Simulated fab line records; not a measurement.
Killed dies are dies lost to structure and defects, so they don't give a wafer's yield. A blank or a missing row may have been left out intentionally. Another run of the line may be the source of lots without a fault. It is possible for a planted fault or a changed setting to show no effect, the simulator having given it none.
Which tool was responsible? :: flow gf180mcu :: 21 wafers from 7 lots sampled at 2 of the route's 602 steps

## WHAT THE GAUGES SHOWED, per wafer
GF_V5_THK_MEAS_03.
lot: L424
measured: day 26 15:58
on: film metro-02
V5_CVD_02_THK (nm): 1449 1439 1459

lot: L426
measured: day 27 05:41
on: film metro-03
V5_CVD_02_THK (nm): 1436 1464 1470

lot: L429
measured: day 28 07:32
on: film metro-01
V5_CVD_02_THK (nm): 1449 1433 1454

lot: L433
measured: day 29 15:17
on: film metro-03
V5_CVD_02_THK (nm): 1428 1418 1451

lot: L436
measured: day 30 08:46
on: film metro-01
V5_CVD_02_THK (nm): 1451 1466 1481

lot: L442
measured: day 31 20:50
on: film metro-02
V5_CVD_02_THK (nm): 1445 1472 1467

lot: L445
measured: day 32 23:19
on: film metro-02
V5_CVD_02_THK (nm): 1433 1421 1468

## WHICH TOOL RAN EACH LOT (tool, then ch and the chambers of the sampled wafers, then the start)
lot: L424
GF_V2_CLEAN_20: wet bench-04 ch 0, day 20 15:35

lot: L426
GF_V2_CLEAN_20: wet bench-03 ch 1, day 21 09:35

lot: L429
GF_V2_CLEAN_20: wet bench-03 ch 1, day 22 13:50

lot: L433
GF_V2_CLEAN_20: wet bench-04 ch 3, day 24 03:56

lot: L436
GF_V2_CLEAN_20: wet bench-04 ch 0, day 24 22:41

lot: L442
GF_V2_CLEAN_20: wet bench-03 ch 2, day 26 20:37

lot: L445
GF_V2_CLEAN_20: wet bench-03 ch 3, day 28 02:59
- GF_V2_CLEAN_20: cleans in DIW.

## THE ANSWER, worked out from the rows above alone
Rule: the lots themselves supply what counts as usual. The widest of any qualifying gaps counts: lots, ordered by their means at a reading, are off when they make up no more than a third of the lots, leave a main group of 4 or more, and stand apart from it by 3 or more times the standard deviation of that group's means. A main group is skipped when, at the precision printed for the reading in the tables above, its means are all equal. A lot without any number at a reading at which 4 lots or more have one is off too. The other lots that the step has rows for count as sound.
No lot is off at any reading shown: from this, nothing can be told.

## WHAT THE SIMULATOR HAD PUT IN
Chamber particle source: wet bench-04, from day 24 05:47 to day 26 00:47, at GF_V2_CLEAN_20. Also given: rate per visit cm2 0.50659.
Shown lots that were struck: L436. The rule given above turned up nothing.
